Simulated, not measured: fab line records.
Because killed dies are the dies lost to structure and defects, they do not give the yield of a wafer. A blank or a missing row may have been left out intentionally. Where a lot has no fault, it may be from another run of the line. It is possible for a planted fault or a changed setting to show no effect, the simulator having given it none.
One fault through the eyes of 2 desks -- flow sky130 -- only its own numbers are on each desk; what lay behind them is given at the end

METROLOGY DESK
Means of the sampled wafers that have a number, per lot and without regard to the tool the lot ran on: this is what the gauges read. Any lot whose mean is over 4 standard deviations away from the usual mean is out of limits and marked OUT; that distance is given in the brackets.
Columns: A = FIELD_ISO_OXIDATION_01_THK at SKY_FIELD_ISO_THK_MEAS_23, usual 10.08 nm; B = FIELD_ISO_CVD_24_THK at SKY_FIELD_ISO_THK_MEAS_25, usual 598 nm; C = NWELL_OXIDATION_THK at SKY_NWELL_THK_MEAS_02, usual 10.03 nm; D = DNWELL_TW at SKY_DNWELL_TW_MEAS_09, usual 1103; E = PWDE_OVL at SKY_PWDE_OVL_MEAS_07, usual -1.4 nm; F = PWDE_TW at SKY_PWDE_TW_MEAS_10, usual 369.5
lot,first seen here,A,B,C,D,E,F
L730,day 2 08:43,9.98,598,10.19,1111,-2.3,372.8
L732,day 2 17:12,10.52,600,10.32,1116,-0.8,366.8
L734,day 3 04:49,10.07,591,9.99,1117,-1.9,372.8
L741,day 4 17:44,10.26,598,10.46,1108,0.1,367.9
L745,day 5 13:21,9.73,593,10.08,1101,0.2,366.8
L747,day 6 01:47,9.92,589,10.01,1112,-2.1,367.6
Finding of this desk: none of the 6 lots has anything out of limits.

DESK OF THE TOOL OWNER: furnace-01
Per lot that ran on this tool, the mean of the sampled wafers carrying a number, from the tool's own readings at SKY_FIELD_ISO_ANNEAL_26 (time 1800 s). Any lot whose mean is over 4 standard deviations away from the usual mean is out of limits and marked OUT; that distance is given in the brackets.
Columns: A = zone-power-bottom-pct at SKY_FIELD_ISO_ANNEAL_26, usual 31.8 %
lot,first seen here,A
L730,day 2 10:02,31.4
L732,day 2 18:35,31.4
L734,day 3 06:12,31.6
L741,day 4 17:55,31.4
L745,day 5 14:41,31.2
L747,day 6 01:59,31.3
Finding of this desk: none of the 6 lots has anything out of limits.

PUT TOGETHER
The metrology desk saw nothing out of limits.
Nothing out of limits was seen by the tool owner's desk.

WHAT THE SIMULATOR PUT IN
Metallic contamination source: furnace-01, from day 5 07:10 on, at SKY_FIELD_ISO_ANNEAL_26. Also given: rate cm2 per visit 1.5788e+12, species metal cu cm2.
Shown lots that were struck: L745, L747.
